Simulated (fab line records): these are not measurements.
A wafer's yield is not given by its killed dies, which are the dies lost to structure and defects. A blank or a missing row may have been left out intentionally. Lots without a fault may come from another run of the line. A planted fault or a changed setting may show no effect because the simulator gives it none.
The tool behind it: which one? :: flow sky130 :: Sampling: 12 lots, 36 wafers, 5 of 708 route steps

WHAT THE GAUGES READ, wafer by wafer
SKY_RES_PROTECT_TW_MEAS_08. Usual: POLY_GATE_TW 4070, standard deviation 33.
lot: L862
measured: day 15 19:28
on: filmMetro-03
POLY_GATE_TW: 4151 4140 4109
flag: 

lot: L865
measured: day 16 17:17
on: filmMetro-04
POLY_GATE_TW: 4044 4035 4023
flag: 

lot: L866
measured: day 17 02:44
on: filmMetro-04
POLY_GATE_TW: 4086 4079 4073
flag: 

lot: L867
measured: day 18 00:21
on: filmMetro-02
POLY_GATE_TW: 4042 4018 4035
flag: 

lot: L869
measured: day 18 03:11
on: filmMetro-04
POLY_GATE_TW: 4074 4077 4086
flag: 

lot: L873
measured: day 19 21:51
on: filmMetro-04
POLY_GATE_TW: 4080 4077 4095
flag: 

lot: L874
measured: day 20 03:41
on: filmMetro-03
POLY_GATE_TW: 4097 4080 4116
flag: 

lot: L875
measured: day 20 07:50
on: filmMetro-04
POLY_GATE_TW: 4075 4073 4064
flag: 

lot: L876
measured: day 20 16:02
on: filmMetro-04
POLY_GATE_TW: 4068 4056 4071
flag: 

lot: L877
measured: day 21 04:26
on: filmMetro-03
POLY_GATE_TW: 4093 4098 4101
flag: 

lot: L880
measured: day 22 02:21
on: filmMetro-02
POLY_GATE_TW: 4042 4065 4048
flag: 

lot: L881
measured: day 22 10:50
on: filmMetro-02
POLY_GATE_TW: 4053 4046 4037
flag: 

SKY_LDD_N_OVL_MEAS_07. Usual: LDD_N_OVL -0.6 nm, standard deviation 1.3.
lot: L862
measured: day 18 10:06
on: overlay-02
LDD_N_OVL (nm): 0.8 -0.2 0.0
flag: 

lot: L865
measured: day 19 09:45
on: overlay-01
LDD_N_OVL (nm): -0.7 -0.9 -1.8
flag: 

lot: L866
measured: day 19 21:14
on: overlay-02
LDD_N_OVL (nm): -0.8 0.2 -0.8
flag: 

lot: L867
measured: day 20 18:21
on: overlay-01
LDD_N_OVL (nm): 1.4 1.1 -0.2
flag: 

lot: L869
measured: day 20 20:36
on: overlay-01
LDD_N_OVL (nm): -1.6 -0.8 -0.2
flag: 

lot: L873
measured: day 22 15:27
on: overlay-01
LDD_N_OVL (nm): -0.6 0.1 -0.4
flag: 

lot: L874
measured: day 22 21:57
on: overlay-01
LDD_N_OVL (nm): -1.1 -0.7 -2.4
flag: 

lot: L875
measured: day 23 00:59
on: overlay-02
LDD_N_OVL (nm): -0.9 0.1 -1.4
flag: 

lot: L876
measured: day 23 09:59
on: overlay-01
LDD_N_OVL (nm): -71.7 -72.1 -72.5
flag: OFF

lot: L877
measured: day 23 21:51
on: overlay-02
LDD_N_OVL (nm): -70.1 -72.4 -72.9
flag: OFF

lot: L880
measured: day 24 20:06
on: overlay-01
LDD_N_OVL (nm): -71.0 -70.1 -70.0
flag: OFF

lot: L881
measured: day 25 04:18
on: overlay-01
LDD_N_OVL (nm): -70.8 -71.4 -73.1
flag: OFF

EACH LOT AND THE TOOL THAT RAN IT (in order: tool; ch and the chambers of the sampled wafers; start)
lot: L862
SKY_SONOS_ONO_STRIP_17: plasmaAsher-02 ch 0,1, day 13 09:34
SKY_POLY_GATE_ETCH_15: rieDiel-02 ch 0,1,2, day 17 01:03
SKY_LDD_N_EXPOSE_04: ilineStepper-01 ch 0, day 17 19:40

lot: L865
SKY_SONOS_ONO_STRIP_17: plasmaAsher-02 ch 0,1, day 14 05:13
SKY_POLY_GATE_ETCH_15: rieDiel-02 ch 1,2, day 18 01:27
SKY_LDD_N_EXPOSE_04: ilineStepper-02 ch 0, day 18 18:38

lot: L866
SKY_SONOS_ONO_STRIP_17: plasmaAsher-01 ch 0,1, day 14 11:46
SKY_POLY_GATE_ETCH_15: rieDiel-04 ch 0,1,3, day 18 09:41
SKY_LDD_N_EXPOSE_04: ilineStepper-02 ch 0, day 19 05:15

lot: L867
SKY_SONOS_ONO_STRIP_17: plasmaAsher-01 ch 0,1, day 14 22:55
SKY_POLY_GATE_ETCH_15: rieDiel-03 ch 1,2,3, day 19 09:33
SKY_LDD_N_EXPOSE_04: ilineStepper-01 ch 0, day 20 03:13

lot: L869
SKY_SONOS_ONO_STRIP_17: plasmaAsher-01 ch 0,1, day 15 13:07
SKY_POLY_GATE_ETCH_15: rieDiel-02 ch 1,3, day 19 11:51
SKY_LDD_N_EXPOSE_04: ilineStepper-01 ch 0, day 20 05:35

lot: L873
SKY_SONOS_ONO_STRIP_17: plasmaAsher-03 ch 0,1, day 17 00:51
SKY_POLY_GATE_ETCH_15: rieDiel-03 ch 1,2,3, day 21 06:36
SKY_LDD_N_EXPOSE_04: ilineStepper-02 ch 0, day 22 00:12

lot: L874
SKY_SONOS_ONO_STRIP_17: plasmaAsher-02 ch 0,1, day 17 07:26
SKY_POLY_GATE_ETCH_15: rieDiel-02 ch 2,3, day 21 12:20
SKY_LDD_N_EXPOSE_04: ilineStepper-01 ch 0, day 22 06:22

lot: L875
SKY_SONOS_ONO_STRIP_17: plasmaAsher-02 ch 0,1, day 17 10:55
SKY_POLY_GATE_ETCH_15: rieDiel-02 ch 1,2, day 21 15:42
SKY_LDD_N_EXPOSE_04: ilineStepper-01 ch 0, day 22 09:29

lot: L876
SKY_SONOS_ONO_STRIP_17: plasmaAsher-02 ch 0,1, day 17 19:58
SKY_POLY_GATE_ETCH_15: rieDiel-04 ch 0,1,2, day 22 01:17
SKY_LDD_N_EXPOSE_04: ilineStepper-01 ch 0, day 22 18:21

lot: L877
SKY_SONOS_ONO_STRIP_17: plasmaAsher-02 ch 0,1, day 18 08:07
SKY_POLY_GATE_ETCH_15: rieDiel-04 ch 0,2,3, day 22 12:59
SKY_LDD_N_EXPOSE_04: ilineStepper-01 ch 0, day 23 06:44

lot: L880
SKY_SONOS_ONO_STRIP_17: plasmaAsher-03 ch 0,1, day 19 06:45
SKY_POLY_GATE_ETCH_15: rieDiel-04 ch 1,3, day 23 11:24
SKY_LDD_N_EXPOSE_04: ilineStepper-01 ch 0, day 24 05:26

lot: L881
SKY_SONOS_ONO_STRIP_17: plasmaAsher-03 ch 0,1, day 19 16:52
SKY_POLY_GATE_ETCH_15: rieDiel-03 ch 2,3, day 23 20:26
SKY_LDD_N_EXPOSE_04: ilineStepper-01 ch 0, day 24 13:41
- SKY_SONOS_ONO_STRIP_17: strips in O2/N2.
- SKY_POLY_GATE_ETCH_15: etches BARC in N2/H2, stops on SiO2, time 118.5 s, target depth 110 nm.
- SKY_LDD_N_EXPOSE_04: exposes mask NTM, target cd 840 nm.

AS READ BY THE TOOLS THEMSELVES (means over the sampled wafers that have a number; for cases with no such wafer, the mark the record gives instead)
SKY_SONOS_ONO_STRIP_17. Usual: drypumpMotorCurrentA 5.7 A, standard deviation 0.45; n2FlowSccm 300.1 sccm, standard deviation 0.96; oesProductAu 0.710 a.u., standard deviation 0.005; stripTimeToEndpointS 14.10 s, standard deviation 0.043.
lot: L862
tool: plasmaAsher-02
drypumpMotorCurrentA (A): 5.9
n2FlowSccm (sccm): 300.8
oesProductAu (a.u.): 0.711
stripTimeToEndpointS (s): 14.11
flag: 

lot: L865
tool: plasmaAsher-02
drypumpMotorCurrentA (A): 6.1
n2FlowSccm (sccm): 300.6
oesProductAu (a.u.): 0.708
stripTimeToEndpointS (s): 14.06
flag: 

lot: L866
tool: plasmaAsher-01
drypumpMotorCurrentA (A): 6.0
n2FlowSccm (sccm): 300.6
oesProductAu (a.u.): 0.714
stripTimeToEndpointS (s): 14.14
flag: 

lot: L867
tool: plasmaAsher-01
drypumpMotorCurrentA (A): 6.0
n2FlowSccm (sccm): 299.7
oesProductAu (a.u.): 0.712
stripTimeToEndpointS (s): 14.11
flag: 

lot: L869
tool: plasmaAsher-01
drypumpMotorCurrentA (A): 6.0
n2FlowSccm (sccm): 300.5
oesProductAu (a.u.): 0.711
stripTimeToEndpointS (s): 14.15
flag: 

lot: L873
tool: plasmaAsher-03
drypumpMotorCurrentA (A): 5.2
n2FlowSccm (sccm): 300.4
oesProductAu (a.u.): 0.709
stripTimeToEndpointS (s): 14.05
flag: 

lot: L874
tool: plasmaAsher-02
drypumpMotorCurrentA (A): 5.9
n2FlowSccm (sccm): 302.2
oesProductAu (a.u.): 0.709
stripTimeToEndpointS (s): 14.12
flag: 

lot: L875
tool: plasmaAsher-02
drypumpMotorCurrentA (A): 6.1
n2FlowSccm (sccm): 299.9
oesProductAu (a.u.): 0.714
stripTimeToEndpointS (s): 14.12
flag: 

lot: L876
tool: plasmaAsher-02
drypumpMotorCurrentA (A): 6.1
n2FlowSccm (sccm): 299.7
oesProductAu (a.u.): 0.709
stripTimeToEndpointS (s): 14.08
flag: 

lot: L877
tool: plasmaAsher-02
drypumpMotorCurrentA (A): 5.9
n2FlowSccm (sccm): 300.6
oesProductAu (a.u.): 0.710
stripTimeToEndpointS (s): 14.07
flag: 

lot: L880
tool: plasmaAsher-03
drypumpMotorCurrentA (A): 5.3
n2FlowSccm (sccm): 300.3
oesProductAu (a.u.): 0.708
stripTimeToEndpointS (s): 14.13
flag: 

lot: L881
tool: plasmaAsher-03
drypumpMotorCurrentA (A): 5.2
n2FlowSccm (sccm): 299.2
oesProductAu (a.u.): 0.710
stripTimeToEndpointS (s): 14.07
flag: 

SKY_POLY_GATE_ETCH_15. Usual: biasW 100.0 W, standard deviation 0.31; drypumpMotorCurrentA 5.6 A, standard deviation 0.5; n2FlowSccm 100.0 sccm, standard deviation 0.31; oesProductAu 0.717 a.u., standard deviation 0.0046; throttleValvePct 13.212 %, standard deviation 0.0083.
lot: L862
tool: rieDiel-02
biasW (W): 100.5
drypumpMotorCurrentA (A): 5.9
n2FlowSccm (sccm): 99.9
oesProductAu (a.u.): 0.717
throttleValvePct (%): 13.220
flag: 

lot: L865
tool: rieDiel-02
biasW (W): 99.8
drypumpMotorCurrentA (A): 5.9
n2FlowSccm (sccm): 100.1
oesProductAu (a.u.): 0.717
throttleValvePct (%): 13.213
flag: 

lot: L866
tool: rieDiel-04
biasW (W): 99.9
drypumpMotorCurrentA (A): 5.1
n2FlowSccm (sccm): 100.3
oesProductAu (a.u.): 0.717
throttleValvePct (%): 13.216
flag: 

lot: L867
tool: rieDiel-03
biasW (W): 100.2
drypumpMotorCurrentA (A): 6.0
n2FlowSccm (sccm): 100.3
oesProductAu (a.u.): 0.715
throttleValvePct (%): 13.217
flag: 

lot: L869
tool: rieDiel-02
biasW (W): 100.2
drypumpMotorCurrentA (A): 5.6
n2FlowSccm (sccm): 100.1
oesProductAu (a.u.): 0.721
throttleValvePct (%): 13.210
flag: 

lot: L873
tool: rieDiel-03
biasW (W): 99.8
drypumpMotorCurrentA (A): 6.0
n2FlowSccm (sccm): 99.9
oesProductAu (a.u.): 0.715
throttleValvePct (%): 13.211
flag: 

lot: L874
tool: rieDiel-02
biasW (W): 99.9
drypumpMotorCurrentA (A): 6.2
n2FlowSccm (sccm): 100.0
oesProductAu (a.u.): 0.715
throttleValvePct (%): 13.206
flag: 

lot: L875
tool: rieDiel-02
biasW (W): 100.2
drypumpMotorCurrentA (A): 6.2
n2FlowSccm (sccm): 100.1
oesProductAu (a.u.): 0.713
throttleValvePct (%): 13.208
flag: 

lot: L876
tool: rieDiel-04
biasW (W): 100.3
drypumpMotorCurrentA (A): 5.2
n2FlowSccm (sccm): 100.4
oesProductAu (a.u.): 0.717
throttleValvePct (%): 13.218
flag: 

lot: L877
tool: rieDiel-04
biasW (W): 99.8
drypumpMotorCurrentA (A): 5.3
n2FlowSccm (sccm): 100.1
oesProductAu (a.u.): 0.716
throttleValvePct (%): 13.208
flag: 

lot: L880
tool: rieDiel-04
biasW (W): 100.1
drypumpMotorCurrentA (A): 5.3
n2FlowSccm (sccm): 99.8
oesProductAu (a.u.): 0.720
throttleValvePct (%): 13.210
flag: 

lot: L881
tool: rieDiel-03
biasW (W): 99.8
drypumpMotorCurrentA (A): 5.7
n2FlowSccm (sccm): 100.0
oesProductAu (a.u.): 0.715
throttleValvePct (%): 13.217
flag: 

THE ANSWER, worked out from the rows above alone
Rule: lot off if the mean of its wafers having a number is beyond 3 standard deviations from the usual mean. A lot without any number at a reading at which 4 lots or more have one is off too. Where the step has rows for the other lots, those lots are counted as sound. After the gauges, taken in route order, come the tools' own readings; for these a lot's mean is taken, as printed above. The first step at which some lot is off is used, and at that step the reading that is off furthest; a lot without a number counts as furthest.
Off: at SKY_LDD_N_OVL_MEAS_07 (LDD_N_OVL), L876, L877, L880, L881.
A tool fits if, at a process step before that reading, it ran every lot that is off, and no sound lot after the first of them. Those tools and the gauges at SKY_LDD_N_OVL_MEAS_07 are tried in the same way. One candidate fits, namely ilineStepper-01 at SKY_LDD_N_EXPOSE_04. A fault onset in the window from L875 (day 22 09:29, its last sound lot) to L876 (day 22 18:21, its first lot off) fits.

WHAT THE SIMULATOR PUT IN
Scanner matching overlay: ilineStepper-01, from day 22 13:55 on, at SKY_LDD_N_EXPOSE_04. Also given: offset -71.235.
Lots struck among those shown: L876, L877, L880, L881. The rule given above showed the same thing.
